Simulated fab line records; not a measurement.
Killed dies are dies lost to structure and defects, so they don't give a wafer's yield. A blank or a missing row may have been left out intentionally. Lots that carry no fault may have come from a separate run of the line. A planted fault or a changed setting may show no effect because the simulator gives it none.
Which tool was responsible? || flow sky130 || 12 lots, 34 wafers sampled, at 5 steps of a route of 708

## WHAT THE GAUGES SHOWED, per wafer
SKY_LDD_P_OVL_MEAS_08.
{"lot": "L721", "measured": "day 19 20:29", "on": "overlay-01", "LDD_P_OVL (nm)": "0.4 0.7 -0.1"}
{"lot": "L723", "measured": "day 20 12:59", "on": "overlay-02", "LDD_P_OVL (nm)": "2.1 3.4 3.1"}
{"lot": "L725", "measured": "day 21 05:29", "on": "overlay-02", "LDD_P_OVL (nm)": "-0.4 0.4 1.4"}
{"lot": "L727", "measured": "day 21 17:19", "on": "overlay-02", "LDD_P_OVL (nm)": "2.2 0.2 1.6"}
{"lot": "L728", "measured": "day 22 08:56", "on": "overlay-01", "LDD_P_OVL (nm)": "0.4 0.3 0.8"}
{"lot": "L730", "measured": "day 22 18:35", "on": "overlay-02", "LDD_P_OVL (nm)": "1.6 0.2 1.7"}
{"lot": "L731", "measured": "day 23 14:04", "on": "overlay-01", "LDD_P_OVL (nm)": "1.8 0.2 3.7"}
{"lot": "L732", "measured": "day 23 18:39", "on": "overlay-02", "LDD_P_OVL (nm)": "-0.8 0.4"}
{"lot": "L734", "measured": "day 24 13:23", "on": "overlay-01", "LDD_P_OVL (nm)": "0.9 -0.3"}
{"lot": "L739", "measured": "day 25 22:22", "on": "overlay-01", "LDD_P_OVL (nm)": "-0.3 0.3 0.4"}
{"lot": "L741", "measured": "day 26 18:31", "on": "overlay-02", "LDD_P_OVL (nm)": "2.6 0.3 0.5"}
{"lot": "L744", "measured": "day 27 17:47", "on": "overlay-01", "LDD_P_OVL (nm)": "0.4 2.1 1.7"}

SKY_CAP2M_THK_MEAS_01.
{"lot": "L721", "measured": "day 40 22:55", "on": "film_metro-03", "CAP2M_CVD_00_THK (nm)": "15.24 15.64 15.58"}
{"lot": "L723", "measured": "day 41 08:56", "on": "film_metro-03", "CAP2M_CVD_00_THK (nm)": "15.24 15.71 15.55"}
{"lot": "L725", "measured": "day 41 23:54", "on": "film_metro-01", "CAP2M_CVD_00_THK (nm)": "15.51 15.83 15.59"}
{"lot": "L727", "measured": "day 42 05:11", "on": "film_metro-01", "CAP2M_CVD_00_THK (nm)": "15.22 14.96 15.48"}
{"lot": "L728", "measured": "day 42 18:36", "on": "film_metro-04", "CAP2M_CVD_00_THK (nm)": "15.25 15.46 15.20"}
{"lot": "L730", "measured": "day 43 02:41", "on": "film_metro-01", "CAP2M_CVD_00_THK (nm)": "30.04 15.65 30.10"}
{"lot": "L731", "measured": "day 43 15:40", "on": "film_metro-04", "CAP2M_CVD_00_THK (nm)": "15.67 15.98 15.72"}
{"lot": "L732", "measured": "day 43 22:14", "on": "film_metro-03", "CAP2M_CVD_00_THK (nm)": "15.63 29.91"}
{"lot": "L734", "measured": "day 44 13:50", "on": "film_metro-01", "CAP2M_CVD_00_THK (nm)": "29.51 14.89"}
{"lot": "L739", "measured": "day 45 15:03", "on": "film_metro-03", "CAP2M_CVD_00_THK (nm)": "15.53 15.38 15.68"}
{"lot": "L741", "measured": "day 46 02:13", "on": "film_metro-04", "CAP2M_CVD_00_THK (nm)": "15.44 15.44 15.92"}
{"lot": "L744", "measured": "day 46 23:40", "on": "film_metro-04", "CAP2M_CVD_00_THK (nm)": "15.34 15.61 15.58"}

## WHICH TOOL RAN EACH LOT (tool, then ch and the chambers of the sampled wafers, then the start)
{"lot": "L721", "SKY_LI_CONTACT_ETCH_15": "rie_diel-01 ch 0,1, day 30 04:46", "SKY_METAL1_SPUTTER_00": "pvd_sputter-01, day 32 18:28", "SKY_CAP2M_CVD_00": "pecvd-03 ch 0,1,2, day 40 22:53"}
{"lot": "L723", "SKY_LI_CONTACT_ETCH_15": "rie_diel-04 ch 0,2,3, day 30 17:17", "SKY_METAL1_SPUTTER_00": "pvd_sputter-03, day 33 06:53", "SKY_CAP2M_CVD_00": "pecvd-01 ch 0,2, day 41 08:55"}
{"lot": "L725", "SKY_LI_CONTACT_ETCH_15": "rie_diel-01 ch 1,2,3, day 31 09:28", "SKY_METAL1_SPUTTER_00": "pvd_sputter-01, day 33 22:37", "SKY_CAP2M_CVD_00": "pecvd-01 ch 0,1,2, day 41 23:53"}
{"lot": "L727", "SKY_LI_CONTACT_ETCH_15": "rie_diel-01 ch 1,2,3, day 31 19:43", "SKY_METAL1_SPUTTER_00": "pvd_sputter-04, day 34 08:12", "SKY_CAP2M_CVD_00": "pecvd-03 ch 0,1,2, day 42 05:10"}
{"lot": "L728", "SKY_LI_CONTACT_ETCH_15": "rie_diel-01 ch 0,1,2, day 32 09:22", "SKY_METAL1_SPUTTER_00": "pvd_sputter-01, day 34 20:53", "SKY_CAP2M_CVD_00": "pecvd-03 ch 0,1,2, day 42 18:35"}
{"lot": "L730", "SKY_LI_CONTACT_ETCH_15": "rie_diel-03 ch 0,3, day 32 19:08", "SKY_METAL1_SPUTTER_00": "pvd_sputter-01, day 35 06:14", "SKY_CAP2M_CVD_00": "pecvd-03 ch 1,2, day 43 02:40"}
{"lot": "L731", "SKY_LI_CONTACT_ETCH_15": "rie_diel-01 ch 0,1, day 33 12:01", "SKY_METAL1_SPUTTER_00": "pvd_sputter-04, day 35 21:44", "SKY_CAP2M_CVD_00": "pecvd-04 ch 0,1, day 43 15:38"}
{"lot": "L732", "SKY_LI_CONTACT_ETCH_15": "rie_diel-01 ch 2, day 33 18:13", "SKY_METAL1_SPUTTER_00": "pvd_sputter-03, day 36 04:01", "SKY_CAP2M_CVD_00": "pecvd-03 ch 0,2, day 43 22:11"}
{"lot": "L734", "SKY_LI_CONTACT_ETCH_15": "rie_diel-03 ch 0,2, day 34 11:29", "SKY_METAL1_SPUTTER_00": "pvd_sputter-01, day 36 20:47", "SKY_CAP2M_CVD_00": "pecvd-03 ch 0,2, day 44 13:48"}
{"lot": "L739", "SKY_LI_CONTACT_ETCH_15": "rie_diel-01 ch 0,1,2, day 35 15:32", "SKY_METAL1_SPUTTER_00": "pvd_sputter-01, day 38 00:56", "SKY_CAP2M_CVD_00": "pecvd-01 ch 0,1,2, day 45 15:02"}
{"lot": "L741", "SKY_LI_CONTACT_ETCH_15": "rie_diel-03 ch 0,2, day 36 05:58", "SKY_METAL1_SPUTTER_00": "pvd_sputter-01, day 38 15:32", "SKY_CAP2M_CVD_00": "pecvd-04 ch 1,2, day 46 02:10"}
{"lot": "L744", "SKY_LI_CONTACT_ETCH_15": "rie_diel-03 ch 0,2,3, day 37 07:31", "SKY_METAL1_SPUTTER_00": "pvd_sputter-04, day 39 14:56", "SKY_CAP2M_CVD_00": "pecvd-03 ch 2, day 46 23:38"}
- SKY_LI_CONTACT_ETCH_15: etches PSG in C4F8/O2/Ar, stops on Si, target depth 600 nm.
- SKY_METAL1_SPUTTER_00: material Ti, target thk 15 nm, time 10 s.
- SKY_CAP2M_CVD_00: deposits SiO2, target thk 15.5 nm.

## WHAT THE TOOLS THEMSELVES READ (means of the sampled wafers that have a number; where no wafer has one, the mark that the record gives instead)
SKY_LI_CONTACT_ETCH_15.
{"lot": "L721", "tool": "rie_diel-01", "oes_product_au (a.u.)": 0.841, "rf_fwd_power_W (W)": 1494}
{"lot": "L723", "tool": "rie_diel-04", "oes_product_au (a.u.)": 0.835, "rf_fwd_power_W (W)": 1496}
{"lot": "L725", "tool": "rie_diel-01", "oes_product_au (a.u.)": 0.835, "rf_fwd_power_W (W)": 1493}
{"lot": "L727", "tool": "rie_diel-01", "oes_product_au (a.u.)": 0.839, "rf_fwd_power_W (W)": 1488}
{"lot": "L728", "tool": "rie_diel-01", "oes_product_au (a.u.)": 0.834, "rf_fwd_power_W (W)": 1490}
{"lot": "L730", "tool": "rie_diel-03", "oes_product_au (a.u.)": 0.840, "rf_fwd_power_W (W)": 1491}
{"lot": "L731", "tool": "rie_diel-01", "oes_product_au (a.u.)": 0.834, "rf_fwd_power_W (W)": 1491}
{"lot": "L732", "tool": "rie_diel-01", "oes_product_au (a.u.)": 0.837, "rf_fwd_power_W (W)": 1494}
{"lot": "L734", "tool": "rie_diel-03", "oes_product_au (a.u.)": 0.839, "rf_fwd_power_W (W)": 1495}
{"lot": "L739", "tool": "rie_diel-01", "oes_product_au (a.u.)": 0.837, "rf_fwd_power_W (W)": 1494}
{"lot": "L741", "tool": "rie_diel-03", "oes_product_au (a.u.)": 0.835, "rf_fwd_power_W (W)": 1497}
{"lot": "L744", "tool": "rie_diel-03", "oes_product_au (a.u.)": 0.837, "rf_fwd_power_W (W)": 1491}

SKY_METAL1_SPUTTER_00.
{"lot": "L721", "tool": "pvd_sputter-01", "throttle_valve_pct (%)": 30.6}
{"lot": "L723", "tool": "pvd_sputter-03", "throttle_valve_pct (%)": 29.5}
{"lot": "L725", "tool": "pvd_sputter-01", "throttle_valve_pct (%)": 30.0}
{"lot": "L727", "tool": "pvd_sputter-04", "throttle_valve_pct (%)": 29.8}
{"lot": "L728", "tool": "pvd_sputter-01", "throttle_valve_pct (%)": 30.7}
{"lot": "L730", "tool": "pvd_sputter-01", "throttle_valve_pct (%)": 29.8}
{"lot": "L731", "tool": "pvd_sputter-04", "throttle_valve_pct (%)": 31.3}
{"lot": "L732", "tool": "pvd_sputter-03", "throttle_valve_pct (%)": 30.5}
{"lot": "L734", "tool": "pvd_sputter-01", "throttle_valve_pct (%)": 29.1}
{"lot": "L739", "tool": "pvd_sputter-01", "throttle_valve_pct (%)": 29.1}
{"lot": "L741", "tool": "pvd_sputter-01", "throttle_valve_pct (%)": 29.0}
{"lot": "L744", "tool": "pvd_sputter-04", "throttle_valve_pct (%)": 29.9}

SKY_CAP2M_CVD_00.
{"lot": "L721", "tool": "pecvd-03", "heater_power_w (W)": 622, "rf_fwd_power_W (W)": 441.6}
{"lot": "L723", "tool": "pecvd-01", "heater_power_w (W)": 854, "rf_fwd_power_W (W)": 442.2}
{"lot": "L725", "tool": "pecvd-01", "heater_power_w (W)": 841, "rf_fwd_power_W (W)": 442.0}
{"lot": "L727", "tool": "pecvd-03", "heater_power_w (W)": 641, "rf_fwd_power_W (W)": 444.2}
{"lot": "L728", "tool": "pecvd-03", "heater_power_w (W)": 606, "rf_fwd_power_W (W)": 441.2}
{"lot": "L730", "tool": "pecvd-03", "heater_power_w (W)": 577, "rf_fwd_power_W (W)": 442.0}
{"lot": "L731", "tool": "pecvd-04", "heater_power_w (W)": 765, "rf_fwd_power_W (W)": 440.1}
{"lot": "L732", "tool": "pecvd-03", "heater_power_w (W)": 648, "rf_fwd_power_W (W)": 444.4}
{"lot": "L734", "tool": "pecvd-03", "heater_power_w (W)": 620, "rf_fwd_power_W (W)": 444.0}
{"lot": "L739", "tool": "pecvd-01", "heater_power_w (W)": 784, "rf_fwd_power_W (W)": 442.0}
{"lot": "L741", "tool": "pecvd-04", "heater_power_w (W)": 694, "rf_fwd_power_W (W)": 443.8}
{"lot": "L744", "tool": "pecvd-03", "heater_power_w (W)": 590, "rf_fwd_power_W (W)": 443.8}

## THE ANSWER, worked out from the rows above alone
Rule: the lots themselves supply what counts as usual. Put in order of their means at a reading, lots are off if they are a third of the lots or fewer, leave a main group of 4 or more, and stand apart from it by a gap of 3 or more times the standard deviation of the main group's means; of several such gaps the widest counts. Not used: any main group whose means are identical at the precision the tables above print for the reading. Also off: a lot with no number at a reading for which 4 or more lots have one. Where the step has rows for the other lots, those lots are counted as sound. First the gauges in route order, then the tools' own readings, where a lot's mean is used as printed above. At the first step where some lot is off, the reading lying furthest off is the one used; lots without a number count as furthest.
Off: at SKY_CAP2M_THK_MEAS_01 (CAP2M_CVD_00_THK), L730, L732, L734. Mean 15.51 nm and standard deviation 0.16 in the main group.
If a tool, at a process step before that reading, ran all the lots that are off and no sound lot after the first of them, it fits. Gauges at SKY_CAP2M_THK_MEAS_01: tried the same way as those tools. None of those tried fits.

## WHAT THE SIMULATOR HAD PUT IN
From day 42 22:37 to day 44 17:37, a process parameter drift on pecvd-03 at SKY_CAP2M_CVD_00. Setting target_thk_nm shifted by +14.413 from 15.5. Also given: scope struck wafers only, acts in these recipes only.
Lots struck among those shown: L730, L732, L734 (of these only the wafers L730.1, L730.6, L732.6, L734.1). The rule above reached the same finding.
